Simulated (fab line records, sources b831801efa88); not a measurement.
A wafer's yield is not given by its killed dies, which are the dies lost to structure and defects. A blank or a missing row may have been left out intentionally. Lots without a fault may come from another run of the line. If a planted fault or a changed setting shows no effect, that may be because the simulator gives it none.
Chamber matching :: flow gf180mcu :: GF_V5_CVD_02 on pecvd-04 has 3 sister chambers
The step deposits SiO2 from TEOS, target thk 1450 nm, time 163.28 s. 18 wafers are shown with their chamber, then 9 later ones without.

== EACH WAFER AND ITS CHAMBER ==
wafer: L076.1
chamber: 0
heater-power-w (W): 702

wafer: L076.3
chamber: 1
heater-power-w (W): 761

wafer: L076.6
chamber: 0
heater-power-w (W): 763

wafer: L082.1
chamber: 0
heater-power-w (W): 690

wafer: L082.3
chamber: 1
heater-power-w (W): 652

wafer: L082.5
chamber: 2
heater-power-w (W): 444

wafer: L084.1
chamber: 2
heater-power-w (W): 453

wafer: L084.4
chamber: 2
heater-power-w (W): 520

wafer: L084.5
chamber: 1
heater-power-w (W): 603

wafer: L088.1
chamber: 2
heater-power-w (W): 523

wafer: L088.3
chamber: 0
heater-power-w (W): 718

wafer: L088.5
chamber: 0
heater-power-w (W): 619

wafer: L090.1
chamber: 2
heater-power-w (W): 527

wafer: L090.5
chamber: 0
heater-power-w (W): 707

wafer: L090.6
chamber: 2
heater-power-w (W): 554

wafer: L091.1
chamber: 0
heater-power-w (W): 736

wafer: L091.3
chamber: 2
heater-power-w (W): 460

wafer: L091.5
chamber: 1
heater-power-w (W): 714

SIGNATURES (means of the wafers above)
reading: heater-power-w
chamber 0: 705.00
chamber 1: 682.50
chamber 2: 497.29
scatter within a chamber: 50.3
Rule: a wafer lies at a distance from a chamber equal to the root of the sum of squares, over the readings, of (its reading less the chamber's mean, divided by the reading's scatter). If the next closest chamber is less than 2 further off than the closest, the wafer can't be placed; otherwise it belongs to the closest. How the scatter is found: for the shown wafers, subtract from each reading the mean of its chamber, square and add these, divide the total by (wafers less chambers), then take the root.

== WAFERS WHOSE CHAMBER IS MISSING ==
wafer: L093.4
heater-power-w (W): 571

wafer: L093.5
heater-power-w (W): 599

wafer: L093.6
heater-power-w (W): 721

wafer: L096.2
heater-power-w (W): 471

wafer: L096.3
heater-power-w (W): 702

wafer: L096.4
heater-power-w (W): 590

wafer: L097.3
heater-power-w (W): 699

wafer: L097.4
heater-power-w (W): 724

wafer: L097.5
heater-power-w (W): 607

== THE CHAMBER EACH PASSED THROUGH ==
wafer: L093.4
from the rows above: can't be placed: 2 or 1 or 0
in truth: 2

wafer: L093.5
from the rows above: can't be placed: 1 or 2 or 0
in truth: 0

wafer: L093.6
from the rows above: can't be placed: 0 or 1
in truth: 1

wafer: L096.2
from the rows above: 2
in truth: 2

wafer: L096.3
from the rows above: can't be placed: 0 or 1
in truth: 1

wafer: L096.4
from the rows above: can't be placed: 1 or 2 or 0
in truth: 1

wafer: L097.3
from the rows above: can't be placed: 0 or 1
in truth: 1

wafer: L097.4
from the rows above: can't be placed: 0 or 1
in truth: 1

wafer: L097.5
from the rows above: can't be placed: 1 or 0 or 2
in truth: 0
Correctly placed: 1 of 9. Cannot be placed on the basis of these rows: 8; the candidates contain the true chamber in 8. 0 placed wrongly.
